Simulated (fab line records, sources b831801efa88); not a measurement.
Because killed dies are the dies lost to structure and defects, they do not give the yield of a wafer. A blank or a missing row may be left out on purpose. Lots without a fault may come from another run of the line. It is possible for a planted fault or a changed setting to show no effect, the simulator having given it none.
Struck lot and sound lot, side by side | flow sky130 | 44 out of 708 route steps
Sound: the wafers L203.2, L203.3, L203.6. Struck: wafers L213.2, L213.3. (L213.5 of the same lot was not struck and is left out.) The cause comes at the end.
Order at every step that has rows: each side's tool, ch and its chambers, its first start. Under that, the readings that differ: sound wafers | struck wafers | difference of the means | sigmas: that difference in standard deviations of wafers without a fault.
alike: readings with means less than 2 such deviations apart, plus words and numbers identical on both sides. not compared: withheld readings, readings lacking a value on some wafer, bounds such as >300 that could conceal the same value, and numbers that have no deviation in the record and whose values overlap.
The two part at a step that has a row with sigmas, a row that says differs or no value, or rows on one side only. Numbers that have no deviation but don't overlap get no sigmas and don't part them. A reading that every wafer of one side lacks parts them only if that side has two wafers or more.

SKY_VIA2_SPUTTER_20: material TiN, target thk 20 nm, time 80 s.
  sound on pvd sputter-01 at day 36 20:04; struck on pvd sputter-01 at day 39 17:47
  reading                | sound          | struck    | difference | sigmas
  throttle valve pct (%) | 30.4 31.7 31.7 | 28.0 29.5 | -2.5       | -2
then, 1 step without rows for these wafers: SKY_VIA2_CVD_21 (deposits W, target thk 420 nm, time 126.4 s).
SKY_VIA2_RS_MEAS_22: uses a four-point probe to measure.
  sound on film metro-04 at day 36 20:25; struck on film metro-04 at day 39 17:59
  alike: VIA2_W_RS
SKY_VIA2_THK_MEAS_23: measures by xrf.
  sound on film metro-04 at day 36 20:31; struck on film metro-04 at day 39 18:06
  reading         | sound       | struck  | difference | sigmas
  VIA2_W_THK (nm) | 419 422 425 | 399 398 | -24        | -3
then, 2 steps without rows for these wafers: SKY_VIA2_CMP_24 (polishes, stops on SiO2, t overpolish 20 s, target thk 0 nm); SKY_METAL3_SPUTTER_00 (material Ti, target thk 15 nm, time 10 s).
SKY_METAL3_SPUTTER_01: material TiN, target thk 20 nm, time 16.7 s.
  sound on pvd sputter-03 at day 36 20:53; struck on pvd sputter-03 at day 39 18:28
  alike: throttle valve pct
then, 1 step without rows for these wafers: SKY_METAL3_SPUTTER_02 (material AlCu, target thk 735 nm, time 39.1 s).
SKY_METAL3_SPUTTER_03: material Ti, target thk 5 nm, time 3.3 s.
  sound on pvd sputter-03 at day 36 20:58; struck on pvd sputter-03 at day 39 18:32
  alike: throttle valve pct
then, 2 steps without rows for these wafers: SKY_METAL3_SPUTTER_04 (material TiN, target thk 70 nm, time 58.3 s); SKY_CAPM_CVD_00 (deposits SiO2, target thk 15.5 nm).
SKY_CAPM_THK_MEAS_01:
  sound on film metro-04 at day 36 21:04; struck on film metro-04 at day 39 18:38
  reading              | sound             | struck      | difference | sigmas
  CAPM_CVD_00_THK (nm) | 14.66 14.90 15.20 | 15.83 15.66 | +0.83      | +3
SKY_CAPM_SPUTTER_02: material TiN, target thk 200 nm, time 166.7 s.
  sound on pvd sputter-01 at day 36 21:07; struck on pvd sputter-04 at day 39 18:41
  reading                                  | sound             | struck      | difference | sigmas
  model.TiN_of_CAPM_SPUTTER_02.thk nm (nm) | 199.5 200.8 198.1 | 190.3 191.2 | -8.7       |
  alike: throttle valve pct
SKY_CAPM_RS_MEAS_03: uses a four-point probe to measure.
  sound on film metro-04 at day 36 21:14; struck on film metro-03 at day 39 18:49
  reading              | sound          | struck    | difference | sigmas
  CAPM_TIN_RS (ohm/sq) | 6.91 6.86 6.97 | 7.30 7.25 | +0.36      | +4
SKY_CAPM_THK_MEAS_04: measures by xrf.
  sound on film metro-04 at day 36 21:21; struck on film metro-03 at day 39 18:55
  reading           | sound             | struck      | difference | sigmas
  CAPM_TIN_THK (nm) | 194.8 196.3 195.2 | 188.6 189.0 | -6.6       | -3
then, 7 steps without rows for these wafers: SKY_CAPM_DEHYDRATE_05 (time 60 s); SKY_CAPM_HMDS_06 (prime time 60 s); SKY_CAPM_COAT_07 (resist thk 1140 nm); SKY_CAPM_SOFTBAKE_08 (time 60 s); SKY_CAPM_EXPOSE_09 (exposes mask CAPM, target cd 1000 nm); SKY_CAPM_PEB_10; SKY_CAPM_DEVELOP_11 (develop time 60 s).
SKY_CAPM_OVL_MEAS_12:
  sound on overlay-02 at day 37 22:50; struck on overlay-02 at day 40 18:16
  alike: CAPM_OVL
SKY_CAPM_METAL_ETCH_13: etches TiN in Cl2/BCl3, stops on SiO2, target depth 220 nm, time 62.9 s.
  sound on rie metal-03 ch 0, day 37 22:53; struck on rie metal-02 ch 0,1, day 40 18:18
  reading                          | sound             | struck      | difference | sigmas
  oes product au (a.u.)            | 0.941 0.948 0.927 | 0.921 0.915 | -0.021     | -3
  model.etch.depth nm (nm)         | 199.5 200.8 198.1 | 190.3 191.2 | -8.7       |
  model.CAPM.feature depth nm (nm) | 199.5 200.8 198.1 | 190.3 191.2 | -8.7       |
  alike: drypump motor current A, he backside leak sccm, throttle valve pct
  not compared: rf hours counter h
then, 12 steps without rows for these wafers: SKY_CAPM_STRIP_14 (strips in O2/N2); SKY_CAPM_STRIP_15 (strips in post etch residue remover, time 1200 s); SKY_CAPM_CLEAN_16 (cleans in IPA, time 180 s); SKY_CAPM_CLEAN_17 (cleans in O3/DIW); SKY_METAL3_DEHYDRATE_05 (time 60 s); SKY_METAL3_HMDS_06 (prime time 60 s); SKY_METAL3_COAT_07 (resist thk 60 nm); SKY_METAL3_COAT_08 (resist thk 1140 nm); SKY_METAL3_SOFTBAKE_09 (time 90 s); SKY_METAL3_EXPOSE_10 (exposes mask MM3, target cd 300 nm); SKY_METAL3_PEB_11; SKY_METAL3_DEVELOP_12 (develop time 60 s).
SKY_METAL3_CD_MEAS_13 targets a cd of 300 nm.
  sound on cd sem-01 at day 39 02:12; struck on cd sem-02 at day 41 18:53
  alike: cd nm
SKY_METAL3_OVL_MEAS_14:
  sound on overlay-01 at day 39 02:19; struck on overlay-02 at day 41 18:59
  alike: METAL3_OVL
SKY_METAL3_DESCUM_15: chemistry O2, time 8 s.
  sound on rie metal-01 ch 0,1, day 39 02:20; struck on rie metal-04 ch 0, day 41 19:01
  alike: drypump motor current A, he backside leak sccm, oes product au
  not compared: rf hours counter h
SKY_METAL3_ETCH_16: etches BARC in N2/H2, stops on SiO2, time 88.2 s, target depth 60 nm.
  sound on rie metal-01 ch 0,1, day 39 02:22; struck on rie metal-04 ch 0, day 41 19:03
  alike: drypump motor current A, he backside leak sccm, oes product au, throttle valve pct
  not compared: rf hours counter h
then, 2 steps without rows for these wafers: SKY_METAL3_ETCH_17 (etches SiO2 in C4F8/O2/Ar, stops on TiN, time 3.9 s, target depth 15 nm); SKY_METAL3_METAL_ETCH_18 (etches the open film in Cl2/BCl3, stops on SiO2, target depth 845 nm, time 183.1 s).
SKY_METAL3_STRIP_20: strips in post etch residue remover, time 1200 s.
  sound on wet bench-03 ch 2, day 39 02:46; struck on wet bench-02 ch 1, day 41 19:27
  reading                                  | sound             | struck      | difference | sigmas
  model.TiN_of_CAPM_SPUTTER_02.thk nm (nm) | 198.6 199.9 197.3 | 189.4 190.3 | -8.7       |
-- the record jumps here: 7 days lie between the struck wafers' starts before and after (it left off in module METAL3 and takes up again in module PAD_OPEN, whose first step shown is number 708 of the route) --
SKY_PAD_OPEN_PROBE_99:
  sound on prober-01 at day 46 05:44; struck on prober-02 at day 48 10:49
  reading                          | sound             | struck      | difference | sigmas
  model.etest.cap mim.plate ohm sq | 6.031 6.001 6.066 | 6.317 6.285 | +0.268     |
  alike: defect limited yield, killed_at_M0_to_M3, killed_at_M4_up, killed at contacts, killed at front end, killed at other, killed dies, killed open, killed short, sort_bin_3_pad_short, sort_bin_5_function, sort_bin_6_memory, sort n pass, sort yield pct

## WHERE THEY PART
First at SKY_VIA2_SPUTTER_20; last, within this record, at SKY_CAPM_METAL_ETCH_13. Later steps at which nothing parts them and some readings are alike: SKY_METAL3_CD_MEAS_13, SKY_METAL3_OVL_MEAS_14, SKY_METAL3_DESCUM_15, SKY_METAL3_ETCH_16, SKY_PAD_OPEN_PROBE_99.

WHY: what the simulator had put in
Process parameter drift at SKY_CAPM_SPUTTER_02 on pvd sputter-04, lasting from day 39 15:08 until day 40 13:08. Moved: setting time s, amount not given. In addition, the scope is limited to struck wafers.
